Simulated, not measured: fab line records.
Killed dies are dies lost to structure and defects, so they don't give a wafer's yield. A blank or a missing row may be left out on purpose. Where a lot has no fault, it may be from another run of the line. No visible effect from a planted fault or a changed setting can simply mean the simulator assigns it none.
Which of the tools did it? :: flow sky130 :: 39 wafers from 13 lots sampled at 2 of the route's 708 steps

== WHAT EACH GAUGE READ, for each wafer ==
The record holds no reading of a measuring or inspecting step that can be judged against a usual standard deviation.

== WHAT TOOL EACH LOT RAN ON (gives the tool, then ch and the chambers of the sampled wafers, and finally the start) ==
lot: L705
SKY_METAL4_SPUTTER_04: pvd_sputter-03, day 40 08:53
SKY_METAL4_METAL_ETCH_18: rie_metal-02 ch 0,1, day 42 09:40

lot: L706
SKY_METAL4_SPUTTER_04: pvd_sputter-03, day 40 20:16
SKY_METAL4_METAL_ETCH_18: rie_metal-04 ch 0,1, day 42 19:36

lot: L707
SKY_METAL4_SPUTTER_04: pvd_sputter-03, day 40 21:47
SKY_METAL4_METAL_ETCH_18: rie_metal-01 ch 0,1, day 42 21:23

lot: L708
SKY_METAL4_SPUTTER_04: pvd_sputter-02, day 41 00:24
SKY_METAL4_METAL_ETCH_18: rie_metal-04 ch 0,1, day 43 00:08

lot: L709
SKY_METAL4_SPUTTER_04: pvd_sputter-01, day 41 11:04
SKY_METAL4_METAL_ETCH_18: rie_metal-02 ch 0,1, day 43 09:56

lot: L710
SKY_METAL4_SPUTTER_04: pvd_sputter-01, day 42 04:18
SKY_METAL4_METAL_ETCH_18: rie_metal-01 ch 0,1, day 44 04:40

lot: L714
SKY_METAL4_SPUTTER_04: pvd_sputter-01, day 42 09:05
SKY_METAL4_METAL_ETCH_18: rie_metal-01 ch 0,1, day 44 08:51

lot: L721
SKY_METAL4_SPUTTER_04: pvd_sputter-02, day 44 10:50
SKY_METAL4_METAL_ETCH_18: rie_metal-01 ch 0,1, day 46 07:13

lot: L722
SKY_METAL4_SPUTTER_04: pvd_sputter-03, day 44 17:04
SKY_METAL4_METAL_ETCH_18: rie_metal-04 ch 0,1, day 46 12:55

lot: L723
SKY_METAL4_SPUTTER_04: pvd_sputter-03, day 44 18:41
SKY_METAL4_METAL_ETCH_18: rie_metal-01 ch 0,1, day 46 14:35

lot: L724
SKY_METAL4_SPUTTER_04: pvd_sputter-02, day 45 07:20
SKY_METAL4_METAL_ETCH_18: rie_metal-02 ch 0,1, day 47 01:23

lot: L726
SKY_METAL4_SPUTTER_04: pvd_sputter-03, day 45 13:13
SKY_METAL4_METAL_ETCH_18: rie_metal-01 ch 0,1, day 47 07:29

lot: L728
SKY_METAL4_SPUTTER_04: pvd_sputter-03, day 46 01:57
SKY_METAL4_METAL_ETCH_18: rie_metal-04 ch 0,1, day 47 19:55
- SKY_METAL4_SPUTTER_04: material TiN, target thk 70 nm, time 58.3 s.
- SKY_METAL4_METAL_ETCH_18: etches the open film in Cl2/BCl3, stops on SiO2, target depth 845 nm, time 183.1 s.

== AS READ BY THE TOOLS THEMSELVES (means over the sampled wafers that have a number; for cases with no such wafer, the mark the record gives instead) ==
SKY_METAL4_SPUTTER_04. Usual: 29.3 % for throttle_valve_pct, sd 0.95.
lot: L705
tool: pvd_sputter-03
throttle_valve_pct (%): 28.7
flag: 

lot: L706
tool: pvd_sputter-03
throttle_valve_pct (%): 29.5
flag: 

lot: L707
tool: pvd_sputter-03
throttle_valve_pct (%): 29.6
flag: 

lot: L708
tool: pvd_sputter-02
throttle_valve_pct (%): 29.2
flag: 

lot: L709
tool: pvd_sputter-01
throttle_valve_pct (%): 29.2
flag: 

lot: L710
tool: pvd_sputter-01
throttle_valve_pct (%): 29.5
flag: 

lot: L714
tool: pvd_sputter-01
throttle_valve_pct (%): 29.6
flag: 

lot: L721
tool: pvd_sputter-02
throttle_valve_pct (%): 29.9
flag: 

lot: L722
tool: pvd_sputter-03
throttle_valve_pct (%): 28.5
flag: 

lot: L723
tool: pvd_sputter-03
throttle_valve_pct (%): 28.5
flag: 

lot: L724
tool: pvd_sputter-02
throttle_valve_pct (%): 29.8
flag: 

lot: L726
tool: pvd_sputter-03
throttle_valve_pct (%): 29.3
flag: 

lot: L728
tool: pvd_sputter-03
throttle_valve_pct (%): 29.3
flag: 

SKY_METAL4_METAL_ETCH_18. Usual: bias_w 48.49 W, standard deviation 0.14; drypump_motor_current_A 5.7 A, standard deviation 0.51; oes_product_au 0.867 a.u., standard deviation 0.0069; throttle_valve_pct 22.265 %, standard deviation 0.0099.
lot: L705
tool: rie_metal-02
bias_w (W): 48.41
drypump_motor_current_A (A): 5.1
oes_product_au (a.u.): 0.869
throttle_valve_pct (%): 22.266
flag: 

lot: L706
tool: rie_metal-04
bias_w (W): 48.49
drypump_motor_current_A (A): 5.7
oes_product_au (a.u.): 0.865
throttle_valve_pct (%): 22.259
flag: 

lot: L707
tool: rie_metal-01
bias_w (W): 48.54
drypump_motor_current_A (A): 6.2
oes_product_au (a.u.): 0.871
throttle_valve_pct (%): 22.258
flag: 

lot: L708
tool: rie_metal-04
bias_w (W): 48.43
drypump_motor_current_A (A): 5.7
oes_product_au (a.u.): 0.864
throttle_valve_pct (%): 22.267
flag: 

lot: L709
tool: rie_metal-02
bias_w (W): 48.60
drypump_motor_current_A (A): 5.4
oes_product_au (a.u.): 0.867
throttle_valve_pct (%): 22.263
flag: 

lot: L710
tool: rie_metal-01
bias_w (W): 48.55
drypump_motor_current_A (A): 5.9
oes_product_au (a.u.): 0.864
throttle_valve_pct (%): 22.268
flag: 

lot: L714
tool: rie_metal-01
bias_w (W): 48.57
drypump_motor_current_A (A): 5.9
oes_product_au (a.u.): 0.882
throttle_valve_pct (%): 22.269
flag: 

lot: L721
tool: rie_metal-01
bias_w (W): 48.57
drypump_motor_current_A (A): 5.8
oes_product_au (a.u.): 0.873
throttle_valve_pct (%): 22.267
flag: 

lot: L722
tool: rie_metal-04
bias_w (W): 48.51
drypump_motor_current_A (A): 5.7
oes_product_au (a.u.): 0.878
throttle_valve_pct (%): 22.265
flag: 

lot: L723
tool: rie_metal-01
bias_w (W): 48.40
drypump_motor_current_A (A): 5.8
oes_product_au (a.u.): 0.863
throttle_valve_pct (%): 22.261
flag: 

lot: L724
tool: rie_metal-02
bias_w (W): 48.40
drypump_motor_current_A (A): 5.1
oes_product_au (a.u.): 0.860
throttle_valve_pct (%): 22.270
flag: 

lot: L726
tool: rie_metal-01
bias_w (W): 48.55
drypump_motor_current_A (A): 6.2
oes_product_au (a.u.): 0.863
throttle_valve_pct (%): 22.271
flag: 

lot: L728
tool: rie_metal-04
bias_w (W): 48.50
drypump_motor_current_A (A): 5.7
oes_product_au (a.u.): 0.872
throttle_valve_pct (%): 22.269
flag: 

== THE ANSWER, worked out from the rows above alone ==
Rule: a lot counts as off when the mean over its wafers that have a number is more than 3 standard deviations away from the usual mean. A lot without any number at a reading at which 4 lots or more have one is off too. The other lots that the step has rows for count as sound. After the gauges, taken in route order, come the tools' own readings; for these a lot's mean is taken, as printed above. The first step at which some lot is off is used, and at that step the reading that is off furthest; a lot without a number counts as furthest.
Across all readings shown, no lot is off: no conclusion can be drawn from this.

== WHAT WAS PUT IN BY THE SIMULATOR ==
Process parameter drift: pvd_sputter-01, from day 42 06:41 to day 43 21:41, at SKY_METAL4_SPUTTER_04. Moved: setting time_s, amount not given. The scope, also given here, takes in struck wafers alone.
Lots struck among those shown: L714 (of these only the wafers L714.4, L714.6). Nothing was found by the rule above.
